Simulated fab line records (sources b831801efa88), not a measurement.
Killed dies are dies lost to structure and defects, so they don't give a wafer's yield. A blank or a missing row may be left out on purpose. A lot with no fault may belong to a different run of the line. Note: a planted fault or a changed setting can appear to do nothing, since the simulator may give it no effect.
Code-filled problem report in 8D (eight disciplines) form    flow sfq-line    the parts of the form that need people (team, actions taken, sign-off) are left out

== 1. WHAT IS WRONG ==
Wafers without a fault read 0.843 a.u., standard deviation 0.0079; oes-product-au at SFQ_TRILAYER_L0_VIA_ETCH_VIA_ETCH_016 reads a mean of 1.000 a.u. on 2 wafers belonging to 2 lots. Measured from the usual mean, that is +20 standard deviations.
The step: etches SiO2 in CHF3, stops on MoNx KI, target depth 80 nm.
First observed at day 7 08:19: wafer L436.1, on rie-diel-03. Wafers with a number at this step in the record: 41, from 14 lots. By rule, "out" or "out of limits" means more than 4 standard deviations away from the usual mean. The rest of the wafers with a number are treated as sound.

== 2. WHAT IT IS; WHAT IT IS NOT ==
question                     is                        is not
which readings at this step  oes-product-au            drypump-motor-current-A
which lots                   L436, L437                L426, L427, L428, L429, L430, L431, L432, L433, L444, L447, L448, L449
which wafers of those lots   L436.1, L437.5            L436.3, L437.2, L437.6
read on which tools          rie-diel-03, rie-diel-04  rie-diel-02
when                         from day 7 08:19          up to then (25 sound wafers); but 14 sound wafers of L437, L444, L447, L448, L449 came after

== 3. THE SUSPECTS, EACH WITH WHAT RULES IT OUT ==
Counting: if a tool at a process step up to the reading ran every lot that is out, it stays a suspect. Sound lots after the first of them don't rule it out here, since some wafers of a struck lot are sound.
- pecvd-02 at SFQ_TRILAYER_L0_CAP_PECVD_011 (deposits SiO2 from SiH4/N2O, time 13.333 s, target thk 60 nm): kept. It ran every lot that is out, first L436 (day 4 03:18); its last sound lot up to then is L433 (day 3 14:06).
After counting, what remains is pecvd-02 at SFQ_TRILAYER_L0_CAP_PECVD_011.

== 4. THE CAUSE (what the simulator had put in) ==
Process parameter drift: pecvd-02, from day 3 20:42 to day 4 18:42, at SFQ_TRILAYER_L0_CAP_PECVD_011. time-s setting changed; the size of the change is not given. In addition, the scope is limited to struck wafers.
Only this tool survived the counting.

== 5. THE EFFECT CHAIN, in route order ==
Each row: a reading where the mean over the struck wafers with a number is more than 3 standard deviations away from the usual. Only readings whose record carries a usual standard deviation are examined. hours: median over the lots of the time between each lot's start at the first step of this table that gives one and its start at this step. sigmas: the change, counted in usual standard deviations.
hours  step                                   reading         usual       on struck wafers  change  sigmas
0      SFQ_TRILAYER_L0_VIA_ETCH_VIA_ETCH_016  oes-product-au  0.843 a.u.  1.000             +0.157  +20
It contains these process steps:
- SFQ_TRILAYER_L0_VIA_ETCH_VIA_ETCH_016: etches SiO2 in CHF3, stops on MoNx KI, target depth 80 nm.

== 6. WHAT WOULD HAVE CAUGHT IT SOONER ==
84 hours passed between the start of the fault at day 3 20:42 and the first reading out of limits in this record, taken at day 7 08:19.
Of the tool readings at SFQ_TRILAYER_L0_CAP_PECVD_011 for which the record gives a usual standard deviation, none was out on any struck wafer, so an alarm limit of 4 standard deviations on them would not have fired.
By day 7 08:19, every lot that is out (2) had started SFQ_TRILAYER_L0_CAP_PECVD_011 on pecvd-02. None of them would have been spared by holding the tool at that moment.
